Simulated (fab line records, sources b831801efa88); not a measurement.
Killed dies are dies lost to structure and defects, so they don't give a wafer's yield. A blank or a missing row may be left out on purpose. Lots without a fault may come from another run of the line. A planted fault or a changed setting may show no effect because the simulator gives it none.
One fault seen from 2 desks | flow sky130 | each desk has only its own numbers; what lay behind them comes last

THE TOOL OWNER'S DESK: litho_track-04
The tool's own readings at SKY_METAL1_DEVELOP_14 (develop time 58.85 s): means of the sampled wafers that have a number, for each lot that ran on this tool. A lot is out of limits, marked OUT, if its mean lies more than 4 standard deviations from the usual mean; the brackets give that distance.
Columns: A = developer_temp_C at SKY_METAL1_DEVELOP_14, usual 21.01 C
lot  | first seen here | A
L257 | day 34 01:00    | 21.06
L258 | day 34 11:00    | 20.96
L260 | day 34 22:00    | 21.09
L261 | day 35 01:00    | 21.00
L267 | day 36 22:00    | 20.08 (-9.4) OUT
L269 | day 37 14:00    | 20.14 (-8.8) OUT
This desk's finding: out of limits on L267, L269; first on L267, day 36 22:00 (developer_temp_C at SKY_METAL1_DEVELOP_14). In limits: L257, L258, L260, L261.

THE METROLOGY DESK
What the gauges read, lot by lot, whatever tool the lot ran on: means of the sampled wafers that have a number. A lot is out of limits, marked OUT, if its mean lies more than 4 standard deviations from the usual mean; the brackets give that distance.
Columns: A = cd_nm at SKY_METAL1_CD_MEAS_15, usual 139.9 nm
lot  | first seen here | A
L255 | day 33 12:47    | 139.3
L257 | day 34 02:03    | 141.7
L256 | day 34 05:31    | 141.5
L258 | day 34 11:28    | 138.9
L259 | day 34 13:49    | 141.4
L260 | day 34 22:22    | 140.5
L261 | day 35 01:24    | 138.7
L267 | day 36 22:58    | 140.1
L269 | day 37 14:12    | 142.2
L278 | day 39 12:37    | 138.1
This desk's finding: nothing out of limits on any of the 10 lots.

PUT TOGETHER
The tool owner's desk could have raised an alarm at day 36 22:00, on L267, L269.
The metrology desk saw nothing out of limits.
The metrology desk has L267, L269 on record, within its limits.
Of the lots named, all ran SKY_METAL1_DEVELOP_14 on litho_track-04.

WHAT THE SIMULATOR HAD PUT IN
Process parameter drift: litho_track-04, from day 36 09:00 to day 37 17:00, at SKY_METAL1_DEVELOP_14. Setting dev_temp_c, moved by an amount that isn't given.
Lots struck among those shown: L267, L269.
Hours from the fault's start to each desk's first reading out of limits: the tool owner's desk, 13.
